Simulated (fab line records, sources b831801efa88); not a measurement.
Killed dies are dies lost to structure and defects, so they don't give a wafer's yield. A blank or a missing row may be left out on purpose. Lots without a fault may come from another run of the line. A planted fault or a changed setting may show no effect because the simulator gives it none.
Which tool did it? | flow sky130 | 6 lots, 18 wafers sampled, at 2 steps of a route of 708

WHAT THE GAUGES READ, wafer by wafer
SKY_VT_ADJUST_LVTN_OVL_MEAS_18.
lot  | measured     | on         | VT_ADJUST_LVTN_01_OVL (nm)
L444 | day 8 07:37  | overlay-01 | -2.4 -1.8 -2.5
L447 | day 9 05:11  | overlay-02 | -0.1 1.5 0.4
L450 | day 9 23:28  | overlay-01 | 1.7 1.5 -0.2
L461 | day 13 03:57 | overlay-02 | 1.3 0.0 -1.6
L463 | day 13 20:15 | overlay-01 | -1.1 0.3 -1.8
L465 | day 14 03:11 | overlay-01 | -0.5 -0.4 -0.6

WHICH TOOL RAN EACH LOT (tool, then ch and the chambers of the sampled wafers, then the start)
lot  | SKY_NWELL_RTA_28
L444 | rtp_anneal-01 ch 0, day 5 19:24
L447 | rtp_anneal-02 ch 0, day 6 14:25
L450 | rtp_anneal-02 ch 0, day 7 08:13
L461 | rtp_anneal-02 ch 0, day 10 04:39
L463 | rtp_anneal-02 ch 0, day 10 20:50
L465 | rtp_anneal-01 ch 0, day 11 02:11
- SKY_NWELL_RTA_28: time 30 s.

THE ANSWER, worked out from the rows above alone
Rule: what is usual is taken from the lots themselves. Put in order of their means at a reading, lots are off if they are a third of the lots or fewer, leave a main group of 4 or more, and stand apart from it by a gap of 3 or more times the standard deviation of the main group's means; of several such gaps the widest counts. A main group whose means are all the same, to the digits that the tables above print for the reading, isn't used. A lot without any number at a reading at which 4 lots or more have one is off too. The other lots that the step has rows for count as sound.
No lot is off at any reading shown: from this, nothing can be told.

WHAT THE SIMULATOR HAD PUT IN
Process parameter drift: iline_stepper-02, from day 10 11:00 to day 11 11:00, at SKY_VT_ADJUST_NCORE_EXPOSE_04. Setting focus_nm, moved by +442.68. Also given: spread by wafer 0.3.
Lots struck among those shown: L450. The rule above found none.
